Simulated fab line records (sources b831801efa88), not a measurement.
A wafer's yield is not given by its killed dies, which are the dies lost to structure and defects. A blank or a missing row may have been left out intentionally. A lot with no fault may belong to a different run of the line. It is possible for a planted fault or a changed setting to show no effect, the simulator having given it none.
fab line records	flow sky130
record lots=5	wafers=15	last-day=49
route steps=708 shown METAL2@494 VIA2@507 METAL3@532 PAD_OPEN@708
lots with no fault: from the same line, run without faults
start-h: the number of hours between the record's first day and the start of the first shown wafer of the lot	wait-h: hours from the lot's prior step to this one	" repeats the value in the row above	L1.1+2: one row covering several wafers at once	- no value present, or no start provided	* or withheld: withheld	< > ~ a bound
route shown NAME@n: NAME is a module with steps in the file, n the number in the route of the first one	usual: mean and standard deviation over wafers with no fault	same: alike in all rows	chamber/n: place in a boat	sites: the reading at each site	_std_site: their standard deviation	_edge_site: inner sites' mean taken away from outer sites' mean	radius-mm: how far each site lies from the wafer's centre	mask NAME#n: copy n	behind: the tool/chamber that last shaped the wafer	hold: reason for holding the lot/hours on hold/outcome of the hold	device: transistor that didn't switch, given as n, p or np	end of line: tests run on the same wafers once the route is complete	step lacking rows: just its recipe	killed: dies that structure and defects cost at the first sort, which is not the same as the wafer's yield	map: a wafer's dies, marking killed ones x, the rest . and places with no die _
set.NAME: the setting as run; set.NAME@STEP: as run at that earlier step	model.NAME: the simulator's own value behind a step, which no gauge read
a table for each step, a row for each wafer; lots at some steps of the route
services: a tool's chamber out of use, with start hour (start-h, from the record's first day; less than 0 if before it), hours out, and reason
## steps
# step SKY_METAL2_SOFTBAKE_11
# recipe temp-c=100	time-s=90	resist=KrF-thick
# step SKY_METAL2_EXPOSE_12
# recipe mask-id=MM2	na=0.8	source-shape=annular	sigma-inner=0.55	sigma-outer=0.85	target-cd-nm=140	dose-mj=28
# step SKY_METAL2_PEB_13
# recipe peb-temp-c=withheld	peb-time-s=withheld	resist=KrF-thick
# step SKY_METAL2_DEVELOP_14
# recipe develop-time-s=60	resist=KrF-thick	dev-temp-c=21
# step SKY_METAL2_CD_MEAS_15
# recipe target-cd-nm=140
# usual cd-nm=139.3/1.6
lot.wafer	tool	chamber	start-h	wait-h	cd-nm
L606.1	cd-sem-01	-	827.52	-	140.7
L606.2	"	-	"	"	139.2
L606.6	"	-	"	"	140.9
L609.3	cd-sem-02	-	849.66	-	139.8
L609.4	"	-	"	"	139.4
L609.6	"	-	"	"	137.8
L612.1	cd-sem-02	-	885.36	-	138.2
L612.4	"	-	"	"	138.5
L612.5	"	-	"	"	140.2
L614.2	cd-sem-02	-	894.69	-	140.0
L614.3	"	-	"	"	142.0
L614.5	"	-	"	"	140.5
L622.1	cd-sem-02	-	941.03	-	139.1
L622.3	"	-	"	"	140.1
L622.6	"	-	"	"	139.8
# step SKY_METAL2_OVL_MEAS_16
# usual METAL2_OVL=-2/5.5
lot.wafer	tool	chamber	start-h	wait-h	METAL2_OVL[nm]
L606.1	overlay-01	-	827.64	0.1	-5
L606.2	"	-	"	"	5
L606.6	"	-	"	"	3
L609.3	overlay-01	-	849.75	0.1	-1
L609.4	"	-	"	"	7
L609.6	"	-	"	"	-1
L612.1	overlay-01	-	885.48	0.1	10
L612.4	"	-	"	"	3
L612.5	"	-	"	"	4
L614.2	overlay-01	-	894.80	0.1	-9
L614.3	"	-	"	"	-4
L614.5	"	-	"	"	-4
L622.1	overlay-01	-	941.15	0.1	-8
L622.3	"	-	"	"	-8
L622.6	"	-	"	"	-10
# step SKY_METAL2_DESCUM_17
# recipe chemistry=O2	source-power-w=150	bias-power-w=0	pressure-mtorr=10	temp-c=40	time-s=8
# step SKY_METAL2_ETCH_18
# recipe chemistry=N2/H2	target=BARC	ion-energy-ev=200	bias-w=100	pressure-mtorr=30	n2-flow-sccm=100	h2-flow-sccm=200	icp-w=500	stop-on=SiO2	time-s=45.9	target-depth-a=600
# usual drypump-motor-current-A=5.9/0.34	oes-product-au=0.854/0.0047	throttle-valve-pct=13.226/0.0092
lot.wafer	tool	chamber	start-h	wait-h	drypump-motor-current-A	oes-product-au	rf-hours-counter-h	throttle-valve-pct
L606.1	rie-metal-03	0	827.71	0.0	5.7	0.854	15	13.237
L606.2	"	1	"	"	5.6	0.855	3	13.223
L606.6	"	0	"	"	5.7	0.865	-	13.218
L609.3	rie-metal-01	0	849.83	0.0	5.8	0.854	-	13.226
L609.4	"	1	"	"	5.6	0.855	-	13.244
L609.6	"	1	"	"	5.6	0.862	-	13.235
L612.1	rie-metal-01	1	885.55	0.0	5.6	0.855	15	13.216
L612.4	"	1	"	"	5.6	0.855	-	13.214
L612.5	"	1	"	"	5.6	0.862	-	13.221
L614.2	rie-metal-03	1	894.86	0.0	5.6	0.861	7	13.229
L614.3	"	1	"	"	5.6	0.850	-	13.221
L614.5	"	1	"	"	5.6	0.854	-	13.224
L622.1	rie-metal-03	1	941.25	0.1	5.6	0.852	10	13.213
L622.3	"	1	"	"	5.6	0.862	-	13.239
L622.6	"	1	"	"	5.6	0.855	-	13.230
# step SKY_METAL2_METAL_ETCH_19
# recipe target-depth-a=3600	stop-on=SiO2	over-etch-frac=0.3	time-s=78	chemistry=Cl2/BCl3	resist-sidewall-deg=88	pressure-mtorr=10	icp-w=900	bias-w=48.5	Cl2_flow_sccm=60	bcl3-flow-sccm=30
# step SKY_METAL2_STRIP_20
# recipe chemistry=O2/N2	power-w=1400	pressure-mtorr=1500	platen-temp-c=withheld	o2-flow-sccm=3000	n2-flow-sccm=300	overash-fraction=0.5
# usual drypump-motor-current-A=5.7/0.31	oes-product-au=0.342/0.0049	strip-time-to-endpoint-s=2.69/0.041
# same overash-fraction=0.5
lot.wafer	tool	chamber	start-h	wait-h	drypump-motor-current-A	oes-product-au	rf-hours-counter-h	strip-time-to-endpoint-s
L606.1	plasma-asher-02	1	827.86	0.1	5.5	0.341	71	2.62
L606.2	"	0	"	"	5.8	0.337	71	2.68
L606.6	"	0	"	"	5.8	0.338	-	2.63
L609.3	plasma-asher-04	1	849.99	0.1	5.8	0.348	-	2.62
L609.4	"	0	"	"	5.3	0.344	-	2.65
L609.6	"	1	"	"	5.9	0.347	-	2.64
L612.1	plasma-asher-03	1	885.71	0.1	6.0	0.351	45	2.75
L612.4	"	0	"	"	6.4	0.347	-	2.73
L612.5	"	1	"	"	6.0	0.350	-	2.73
L614.2	plasma-asher-02	0	895.01	0.1	5.8	0.344	78	2.73
L614.3	"	1	"	"	5.6	0.335	-	2.73
L614.5	"	0	"	"	5.8	0.343	-	2.74
L622.1	plasma-asher-03	1	941.56	0.1	6.0	0.347	50	2.73
L622.3	"	0	"	"	6.4	0.333	-	2.71
L622.6	"	1	"	"	6.0	0.347	-	2.71
# step SKY_METAL2_STRIP_21
# recipe chemistry=post-etch-residue-remover	time-s=1200	temp-c=72.5
# step SKY_METAL2_CLEAN_22
# recipe chemistry=IPA	time-s=180	temp-c=25
# step SKY_METAL2_CLEAN_23
# recipe chemistry=O3/DIW	dry=n2-spin
lot.wafer	tool	chamber	start-h	wait-h
L606.1+2+6	wet-bench-04	0	828.37	0.0
L609.3+4+6	wet-bench-02	0	850.49	0.0
L612.1+4+5	wet-bench-02	3	886.21	0.0
L614.2+3+5	wet-bench-01	1	895.51	0.0
L622.1+3+6	wet-bench-01	0	942.16	0.0
# step SKY_VIA2_HDPCVD_00
# recipe material=SiO2	target-thk-nm=1180	sigma-open-frac=0.3	time-s=196.7	temp-c=400	sih4-flow-sccm=60	pressure-mtorr=6
# step SKY_VIA2_THK_MEAS_01
# recipe reads=SiO2_of_VIA2_HDPCVD_00
# usual VIA2_HDPCVD_THK=1180/12
lot.wafer	tool	chamber	start-h	wait-h	VIA2_HDPCVD_THK[nm]
L606.1	film-metro-03	-	828.58	0.1	1210
L606.2	"	-	"	"	1185
L606.6	"	-	"	"	1162
L609.3	film-metro-01	-	850.74	0.1	1188
L609.4	"	-	"	"	1185
L609.6	"	-	"	"	1184
L612.1	film-metro-04	-	886.42	0.1	1174
L612.4	"	-	"	"	1173
L612.5	"	-	"	"	1176
L614.2	film-metro-04	-	895.74	0.1	1200
L614.3	"	-	"	"	1169
L614.5	"	-	"	"	1185
L622.1	film-metro-01	-	942.48	0.1	1171
L622.3	"	-	"	"	1175
L622.6	"	-	"	"	1159
# step SKY_VIA2_CMP_02
# recipe material=SiO2	down-force-psi=4	platen-rpm=60	pad-velocity-m-s=0.94248
# step SKY_VIA2_BOW_MEAS_03
# recipe mode=bow
# usual VIA2_BOW=85/8
lot.wafer	tool	chamber	start-h	wait-h	VIA2_BOW[um]
L606.1	film-metro-03	-	829.83	0.1	89
L606.2	"	-	"	"	84
L606.6	"	-	"	"	71
L609.3	film-metro-03	-	851.34	0.2	73
L609.4	"	-	"	"	82
L609.6	"	-	"	"	81
L612.1	film-metro-04	-	886.82	0.2	97
L612.4	"	-	"	"	82
L612.5	"	-	"	"	77
L614.2	film-metro-01	-	896.11	0.1	99
L614.3	"	-	"	"	89
L614.5	"	-	"	"	85
L622.1	film-metro-04	-	942.84	0.1	90
L622.3	"	-	"	"	79
L622.6	"	-	"	"	74
# step SKY_VIA2_DEHYDRATE_04
# recipe temp-c=200	time-s=60
# step SKY_VIA2_HMDS_05
# recipe prime-time-s=60	prime-temp-c=120
# step SKY_VIA2_COAT_06
# recipe resist=BARC	temp-c=withheld	time-s=withheld	spin-rpm=3000	resist-thk-nm=60
# step SKY_VIA2_COAT_07
# recipe resist=KrF-thick	spin-rpm=3000	resist-thk-nm=450
# step SKY_VIA2_SOFTBAKE_08
# recipe temp-c=100	time-s=90	resist=KrF-thick
# step SKY_VIA2_EXPOSE_09
# recipe mask-id=VIM2	na=0.8	source-shape=annular	sigma-inner=0.55	sigma-outer=0.85	target-cd-nm=200	dose-mj=38
# step SKY_VIA2_PEB_10
# recipe peb-temp-c=withheld	peb-time-s=withheld	resist=KrF-thick
# step SKY_VIA2_DEVELOP_11
# recipe develop-time-s=60	resist=KrF-thick	dev-temp-c=21
# step SKY_VIA2_CD_MEAS_12
# recipe target-cd-nm=200
# usual cd-nm=200.2/1.7
lot.wafer	tool	chamber	start-h	wait-h	cd-nm
L606.1	cd-sem-02	-	855.86	-	202.6
L606.2	"	-	"	"	201.5
L606.6	"	-	"	"	202.1
L609.3	cd-sem-01	-	877.67	-	200.0
L609.4	"	-	"	"	198.6
L609.6	"	-	"	"	197.7
L612.1	cd-sem-02	-	911.26	-	198.2
L612.4	"	-	"	"	199.1
L612.5	"	-	"	"	197.5
L614.2	cd-sem-02	-	921.00	-	203.3
L614.3	"	-	"	"	203.0
L614.5	"	-	"	"	201.9
L622.1	cd-sem-02	-	966.76	-	201.1
L622.3	"	-	"	"	200.5
L622.6	"	-	"	"	201.2
# step SKY_VIA2_OVL_MEAS_13
# usual VIA2_OVL=0/6.2
lot.wafer	tool	chamber	start-h	wait-h	VIA2_OVL[nm]
L606.1	overlay-01	-	855.98	0.1	1
L606.2	"	-	"	"	-5
L606.6	"	-	"	"	-2
L609.3	overlay-01	-	877.76	0.1	1
L609.4	"	-	"	"	0
L609.6	"	-	"	"	-3
L612.1	overlay-01	-	911.38	0.1	-5
L612.4	"	-	"	"	4
L612.5	"	-	"	"	-6
L614.2	overlay-01	-	921.11	0.1	4
L614.3	"	-	"	"	-5
L614.5	"	-	"	"	-3
L622.1	overlay-01	-	966.88	0.1	5
L622.3	"	-	"	"	0
L622.6	"	-	"	"	-8
# step SKY_VIA2_ETCH_14
# recipe chemistry=N2/H2	target=BARC	ion-energy-ev=200	source-w=500	bias-w=100	pressure-mtorr=30	n2-flow-sccm=100	h2-flow-sccm=200	stop-on=SiO2	time-s=45.9	target-depth-a=600
# step SKY_VIA2_ETCH_15
# recipe target=SiO2	chemistry=C4F8/O2/Ar	target-depth-nm=546	stop-on=TiN	mask-material=KrF-thick	source-w=1500	bias-w=1200	pressure-mtorr=40	c4f8-flow-sccm=withheld	O2_flow_sccm=6	Ar_flow_sccm=300	time-s=84
# step SKY_VIA2_STRIP_16
# recipe chemistry=O2/N2	power-w=1400	pressure-mtorr=1500	platen-temp-c=withheld	o2-flow-sccm=3000	n2-flow-sccm=300	overash-fraction=0.5
# step SKY_VIA2_STRIP_17
# recipe chemistry=post-etch-residue-remover	time-s=1200	temp-c=72.5
# step SKY_VIA2_CLEAN_18
# recipe chemistry=IPA	time-s=180	temp-c=25
# step SKY_VIA2_CLEAN_19
# recipe chemistry=O3/DIW	dry=n2-spin
# step SKY_VIA2_SPUTTER_20
# recipe material=TiN	target-thk-nm=20	chamber-pressure-pa=5	power-w=4000	time-s=80
# step SKY_VIA2_CVD_21
# recipe material=W	target-thk-nm=420	time-s=126.4	temp-c=400	pressure-torr=40
# usual heater-power-w=895/40
lot.wafer	tool	chamber	start-h	wait-h	heater-power-w
L606.1	cvd-w-01	1	856.82	0.0	920
L606.2	"	0	"	"	850
L606.6	"	1	"	"	925
L609.3	cvd-w-02	1	878.63	0.1	949
L609.4	"	0	"	"	931
L609.6	"	0	"	"	946
L612.1	cvd-w-01	0	912.22	0.0	819
L612.4	"	0	"	"	824
L612.5	"	1	"	"	924
L614.2	cvd-w-02	1	921.90	0.0	889
L614.3	"	0	"	"	875
L614.5	"	1	"	"	887
L622.1	cvd-w-02	1	968.02	0.0	876
L622.3	"	0	"	"	868
L622.6	"	1	"	"	883
# step SKY_VIA2_RS_MEAS_22
# recipe thk-meas-gauge=four-point-probe	reads=W_of_VIA2_CVD_21+TiN_of_VIA2_SPUTTER_20
# usual VIA2_W_RS=0.2749/0.0027
lot.wafer	tool	chamber	start-h	wait-h	VIA2_W_RS[ohm/sq]
L606.1	film-metro-03	-	856.95	0.1	0.2728
L606.2	"	-	"	"	0.2706
L606.6	"	-	"	"	0.2729
L609.3	film-metro-03	-	878.75	0.1	0.2712
L609.4	"	-	"	"	0.2730
L609.6	"	-	"	"	0.2751
L612.1	film-metro-03	-	912.35	0.1	0.2792
L612.4	"	-	"	"	0.2753
L612.5	"	-	"	"	0.2781
L614.2	film-metro-01	-	922.05	0.1	0.2761
L614.3	"	-	"	"	0.2732
L614.5	"	-	"	"	0.2787
L622.1	film-metro-03	-	968.15	0.1	0.2759
L622.3	"	-	"	"	0.2740
L622.6	"	-	"	"	0.2762
# step SKY_VIA2_THK_MEAS_23
# recipe thk-meas-gauge=xrf	reads=W_of_VIA2_CVD_21
# usual VIA2_W_THK=421/4.9
lot.wafer	tool	chamber	start-h	wait-h	VIA2_W_THK[nm]
L606.1	film-metro-03	-	857.07	0.1	417
L606.2	"	-	"	"	424
L606.6	"	-	"	"	423
L609.3	film-metro-03	-	878.85	0.1	421
L609.4	"	-	"	"	420
L609.6	"	-	"	"	416
L612.1	film-metro-03	-	912.47	0.1	414
L612.4	"	-	"	"	421
L612.5	"	-	"	"	416
L614.2	film-metro-01	-	922.16	0.1	422
L614.3	"	-	"	"	423
L614.5	"	-	"	"	417
L622.1	film-metro-03	-	968.27	0.1	419
L622.3	"	-	"	"	420
L622.6	"	-	"	"	416
# step SKY_VIA2_CMP_24
# recipe stop-on=SiO2	t-overpolish-s=20	down-force-psi=3.5	platen-rpm=60	target-thk-nm=0	pad-velocity-m-s=0.94248
# usual head-pressure-psi=3.501/0.0075	motor-current-A=11.7/0.89	overpolish-run-s=19.999/0.0095	time-to-endpoint-s=98/3.4
lot.wafer	tool	chamber	start-h	wait-h	head-pressure-psi	motor-current-A	overpolish-run-s	time-to-endpoint-s
L606.1	cmp-01	3	857.23	0.1	3.499	11.9	20.004	102
L606.2	"	0	"	"	3.509	12.0	20.002	101
L606.6	"	2	"	"	3.502	11.9	19.989	97
L609.4	cmp-02	1	878.89	0.0	3.491	10.1	20.004	99
L609.3	"	2	"	"	3.503	11.4	19.998	95
L609.6	"	1	"	"	3.494	10.2	20.001	98
L612.4	cmp-01	1	912.53	0.0	3.499	13.1	19.981	98
L612.1	"	2	"	"	3.511	11.8	20.004	97
L612.5	"	1	"	"	3.505	13.0	19.969	94
L614.2	cmp-02	2	922.21	0.0	3.510	11.3	19.998	99
L614.3	"	1	"	"	3.497	10.0	19.999	101
L614.5	"	3	"	"	3.492	12.0	19.985	105
L622.3	cmp-02	2	968.38	0.1	3.513	11.5	19.996	97
L622.1	"	3	"	"	3.511	12.7	19.987	101
L622.6	"	2	"	"	3.505	11.7	19.993	95
# step SKY_METAL3_SPUTTER_00
# recipe material=Ti	target-thk-nm=15	power-w=3000	time-s=10	chamber-pressure-pa=0.4
# usual throttle-valve-pct=30.4/1.4
lot.wafer	tool	chamber	start-h	wait-h	throttle-valve-pct
L606.1	pvd-sputter-04	-	857.43	0.1	30.9
L606.2	"	-	"	"	31.5
L606.6	"	-	"	"	29.5
L609.3	pvd-sputter-04	-	879.19	0.2	29.5
L609.4	"	-	"	"	31.5
L609.6	"	-	"	"	31.8
L612.1	pvd-sputter-04	-	912.83	0.2	31.4
L612.4	"	-	"	"	32.0
L612.5	"	-	"	"	31.9
L614.2	pvd-sputter-04	-	922.51	0.2	30.8
L614.3	"	-	"	"	31.5
L614.5	"	-	"	"	32.0
L622.1	pvd-sputter-03	-	968.63	0.1	30.6
L622.3	"	-	"	"	27.3
L622.6	"	-	"	"	29.9
# step SKY_METAL3_SPUTTER_01
# recipe material=TiN	target-thk-nm=20	power-w=6500	time-s=16.7	chamber-pressure-pa=0.4
# step SKY_METAL3_SPUTTER_02
# recipe material=AlCu	target-thk-nm=735	power-w=10600	time-s=39.1	chamber-pressure-pa=0.4
# step SKY_METAL3_SPUTTER_03
# recipe material=Ti	target-thk-nm=5	power-w=3000	time-s=3.3	chamber-pressure-pa=0.4
# step SKY_PAD_OPEN_PROBE_99
# usual defect-limited-yield=82.3/2	killed_at_M0_to_M3=44/7.1	killed_at_M4_up=3.3/1.8	killed-at-contacts=24/5.1	killed-at-front-end=16/4.7	killed-at-other=0.3/0.52	killed-dies=87/9.7	killed-on-rim=17/3.8	killed-open=47/6.8	killed-short=39/6.7	sort_bin_3_pad_short=0.9/0.43	sort_bin_5_function=10.4/1.4	sort_bin_6_memory=6.4/1.2	sort-n-pass=405/9.7	sort-yield-pct=82.3/2
# same gross-dies=492	killed-at-back-side=0	sort_bin_4_leakage[%]=0	sort_bin_8_speed[%]=0
lot.wafer	tool	chamber	start-h	wait-h	defect-limited-yield[%]	killed_at_M0_to_M3	killed_at_M4_up	killed-at-contacts	killed-at-front-end	killed-at-other	killed-dies	killed-on-rim	killed-open	killed-short	sort_bin_3_pad_short[%]	sort_bin_5_function[%]	sort_bin_6_memory[%]	sort-n-pass	sort-yield-pct[%]	model.etest.tester.sort-n-pass	model.etest.tester.sort-yield-pct	model.etest.tester.sort_bin_5_pct	model.etest.tester.sort_bin_3_pct
L606.1	prober-01	-	1081.75	0.1	81.9	43	3	25	18	0	89	22	44	45	1.0	9.6	7.5	403	81.9	403	81.91	9.553	1.016
L606.2	prober-01	-	1081.80	0.1	82.7	40	5	23	17	0	85	12	56	29	1.0	10.6	5.7	407	82.7	407	82.72	10.57	1.016
L606.6	prober-01	-	1082.00	0.2	85.4	32	3	21	15	1	72	15	39	33	1.0	7.3	6.3	420	85.4	420	85.37	7.317	1.016
L609.3	prober-02	-	1097.93	0.2	82.1	48	0	18	21	1	88	17	45	43	0.6	11.0	6.3	404	82.1	404	82.11	10.98	0.6098
L609.4	prober-02	-	1097.98	0.2	83.7	36	3	25	15	1	80	16	42	37	0.6	10.4	5.3	412	83.7	412	83.74	10.37	0.6098
L609.6	prober-02	-	1098.08	0.2	82.3	44	3	24	16	0	87	20	51	36	0.6	11.2	5.9	405	82.3	405	82.32	11.18	0.6098
L612.1	prober-01	-	1123.96	0.1	81.5	38	5	31	16	1	91	27	48	43	0.6	12.4	5.5	401	81.5	401	81.5	12.4	0.6098
L612.4	prober-01	-	1124.11	0.2	81.7	51	1	25	13	0	90	17	56	34	0.8	11.2	6.3	402	81.7	402	81.71	11.18	0.813
L612.5	prober-01	-	1124.16	0.2	78.5	46	3	24	31	2	106	18	53	51	0.8	12.8	7.9	386	78.5	386	78.46	12.8	0.813
L614.2	prober-01	-	1132.46	0.1	82.1	42	1	28	16	1	88	20	56	32	0.6	10.0	7.3	404	82.1	404	82.11	9.959	0.6098
L614.3	prober-01	-	1132.51	0.2	82.7	39	2	28	16	0	85	13	46	39	0.2	10.8	6.3	407	82.7	407	82.72	10.77	0.2033
L614.5	prober-01	-	1132.61	0.2	82.1	39	9	25	15	0	88	13	52	36	0.2	10.8	6.9	404	82.1	404	82.11	10.77	0.2033
L622.1	prober-01	-	1168.03	0.1	76.0	76	2	27	13	0	118	26	40	28	5.1	12.2	6.7	374	76.0	374	76.02	12.2	5.081
L622.3	prober-01	-	1168.13	0.2	73.6	83	4	28	15	0	130	27	46	35	4.9	15.7	5.9	362	73.6	362	73.58	15.65	4.878
L622.6	prober-01	-	1168.28	0.2	75.0	86	5	20	12	0	123	28	44	32	4.3	13.6	7.1	369	75.0	369	75	13.62	4.268
# killed by level:class
L606.1 VIA1:geometric-particle:open=9 CONTACT:geometric-particle:open=8 CONTACT:geometric-particle:short=7 VIA1:geometric-particle:short=7 FIELD_ISO:geometric-particle:short=6 VIA3:geometric-particle:open=6 VIA2:geometric-particle:open=5 POLY_GATE:geometric-particle:open=4
L606.2 VIA2:geometric-particle:open=11 VIA1:geometric-particle:open=9 CONTACT:geometric-particle:open=8 LI_CONTACT:geometric-particle:open=7 METAL1:geometric-particle:short=5 FIELD_ISO:geometric-particle:open=4 POLY_GATE:geometric-particle:open=4 LI_CONTACT:geometric-particle:short=3
L606.6 CONTACT:geometric-particle:open=12 VIA1:geometric-particle:open=7 VIA1:geometric-particle:short=6 SPACER:geometric-particle:open=4 LI_CONTACT:geometric-particle:open=4 METAL1:geometric-particle:short=4 VIA2:geometric-particle:open=3 VIA3:geometric-particle:open=3
L609.3 VIA1:geometric-particle:open=10 VIA2:geometric-particle:open=8 VIA3:geometric-particle:open=7 METAL1:geometric-particle:short=6 LOCAL_INTERCONNECT:geometric-particle:short=5 POLY_GATE:geometric-particle:open=5 POLY_GATE:geometric-particle:short=5 LI_CONTACT:geometric-particle:open=5
L609.4 VIA1:geometric-particle:open=7 VIA3:geometric-particle:open=6 CONTACT:geometric-particle:open=6 CONTACT:geometric-particle:short=6 METAL1:geometric-particle:short=6 FIELD_ISO:geometric-particle:open=5 LI_CONTACT:geometric-particle:open=5 LI_CONTACT:geometric-particle:short=5
L609.6 CONTACT:geometric-particle:open=10 METAL2:geometric-particle:short=9 VIA3:geometric-particle:open=9 VIA2:geometric-particle:open=8 VIA1:geometric-particle:open=6 FIELD_ISO:geometric-particle:open=5 LOCAL_INTERCONNECT:geometric-particle:short=5 LI_CONTACT:geometric-particle:open=4
L612.1 VIA1:geometric-particle:open=8 CONTACT:geometric-particle:open=8 LOCAL_INTERCONNECT:geometric-particle:short=7 VIA3:geometric-particle:open=6 LI_CONTACT:geometric-particle:short=5 LI_CONTACT:geometric-particle:open=5 VIA1:geometric-particle:short=5 FIELD_ISO:geometric-particle:open=4
L612.4 VIA1:geometric-particle:open=17 VIA2:geometric-particle:open=13 CONTACT:geometric-particle:open=7 LI_CONTACT:geometric-particle:open=5 LOCAL_INTERCONNECT:geometric-particle:short=5 LI_CONTACT:geometric-particle:short=4 METAL1:geometric-particle:short=4 VIA1:geometric-particle:short=4
L612.5 FIELD_ISO:geometric-particle:open=11 METAL2:geometric-particle:short=8 VIA1:geometric-particle:open=8 VIA2:geometric-particle:open=8 CONTACT:geometric-particle:short=7 LI_CONTACT:geometric-particle:open=6 CONTACT:geometric-particle:open=6 FIELD_ISO:geometric-particle:short=5
L614.2 VIA1:geometric-particle:open=11 CONTACT:geometric-particle:open=10 VIA2:geometric-particle:open=9 VIA3:geometric-particle:open=9 LI_CONTACT:geometric-particle:open=8 POLY_GATE:geometric-particle:open=5 LOCAL_INTERCONNECT:geometric-particle:short=5 CONTACT:geometric-particle:short=5
L614.3 VIA1:geometric-particle:open=11 LOCAL_INTERCONNECT:geometric-particle:short=8 CONTACT:geometric-particle:open=7 LI_CONTACT:geometric-particle:open=6 POLY_GATE:geometric-particle:open=5 CONTACT:geometric-particle:short=5 VIA3:geometric-particle:open=5 VIA1:geometric-particle:short=4
L614.5 VIA1:geometric-particle:open=11 VIA3:geometric-particle:open=9 VIA2:geometric-particle:open=8 CONTACT:geometric-particle:short=7 LI_CONTACT:geometric-particle:open=6 CONTACT:geometric-particle:open=6 METAL4:geometric-particle:short=5 POLY_GATE:geometric-particle:open=4
L622.1 METAL2:unspecified=50 LI_CONTACT:geometric-particle:open=12 CONTACT:geometric-particle:open=8 VIA1:geometric-particle:open=6 METAL1:geometric-particle:short=5 CONTACT:geometric-particle:short=4 VIA3:geometric-particle:open=4 POLY_GATE:geometric-particle:short=3
L622.3 METAL2:unspecified=49 CONTACT:geometric-particle:open=10 LI_CONTACT:geometric-particle:open=9 VIA1:geometric-particle:open=8 POLY_GATE:geometric-particle:open=7 METAL1:geometric-particle:short=6 LI_CONTACT:geometric-particle:short=5 FIELD_ISO:geometric-particle:short=3
L622.6 METAL2:unspecified=47 VIA2:geometric-particle:open=8 VIA3:geometric-particle:open=8 LI_CONTACT:geometric-particle:open=7 POLY_GATE:geometric-particle:open=6 LOCAL_INTERCONNECT:geometric-particle:short=6 CONTACT:geometric-particle:open=6 METAL1:geometric-particle:short=5
# map L622.3 (x killed, . not)
__________....xx...._________
________.x.x..x.....x._______
______..x..............._____
_____..x...........x.xx..____
____x.x..............x..x.___
___..x...x.x..xxxx...x.....__
__..x.x.x.......x..x.x......_
_...x........x..xx...x.x.....
_.....x..........x......x....
_.........x........x.....x...
_..xx..x..x.....x..........xx
_..x.......x...x....x........
_.......xx......x...xx.....x.
_..........x.......x.x.x..xx.
_..x..............x.xxxxxx.xx
__........xx.....xxxxxxxxxxx_
___....x..xx....xx.xxxxxxxx__
____....x........x.xxxxxxx___
_____...x......x...xxxxxx____
______.xx.x.x......xxxxx_____
________...........xxx_______
__________x........._________
# map L614.2 (x killed, . not)
__________....xx...._________
________..x.......x..._______
______...x.........x...._____
_____x.x....x.......x....____
____.x..x.x......x......x.___
___.x.x......x......xx.....__
__.................x...x...._
_...........x........xx......
_...........xx.x..x..........
_.x..x..x.x.....x...x.x.....x
_...x....x......xx..x........
_.........x..x........x......
_x.xx.....x...........x......
_..........xx................
_...x...x..x...x.........xx.x
__x.x.x........x...x........_
___.x...x.....xx....x..x..x__
____............x........x___
_____xx...xx..x..xxx...x.____
______.......x.........._____
________..xx....x....x_______
__________.......x.._________
## services
tool	chamber	start-h	hours	kind
cmp-01	-	817.59	0.5	repair
plasma-asher-02	-	825.99	0.9	repair
cmp-02	-	826.05	4.9	pm
cmp-01	-	826.78	2.1	repair
pvd-sputter-04	3	832.59	-	consumable-replace:kit
pvd-sputter-04	3	832.59	18.0	scheduled-down
pvd-sputter-04	3	832.59	18.0	vent-cycle
cmp-01	-	849.26	2.6	repair
pvd-sputter-04	-	854.81	2.0	repair
cmp-02	-	856.58	4.0	pm
cmp-02	-	864.50	1.4	repair
wet-bench-02	-	866.43	7.3	repair
cvd-w-01	-	876.97	6.9	pm
cmp-01	-	879.82	3.8	pm
cmp-01	-	891.95	4.6	pm
cvd-w-02	-	904.00	14.0	pm
cmp-02	-	912.00	4.0	pm
cmp-01	-	916.00	20.6	pm
plasma-asher-03	-	918.81	0.8	repair
plasma-asher-03	-	919.86	1.5	repair
cmp-01	-	935.35	0.3	repair
wet-bench-01	-	955.21	5.2	repair
plasma-asher-04	-	965.02	0.9	repair
pvd-sputter-04	-	966.36	3.0	repair
## key
first-sign step=SKY_PAD_OPEN_PROBE_99	reading=sort_bin_3_pad_short	direction=up	sigmas=9	usual=0.9	struck=4.7
effect step=SKY_PAD_OPEN_PROBE_99	reading=killed_at_M0_to_M3	direction=up	sigmas=5.3	usual=44	struck=82
model-effect step=SKY_PAD_OPEN_PROBE_99	value=etest.tester.sort-n-pass	without=412	struck=368.3
met-at SKY_METAL2_CLEAN_23
struck-wafers L622.1,L622.3,L622.6
also-fits time
fault kind=chamber-particle-source	tool=wet-bench-01	chamber=0	onset-h=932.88	steps=SKY_METAL2_CLEAN_23	rate-per-visit-cm2=2.0461	end-h=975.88
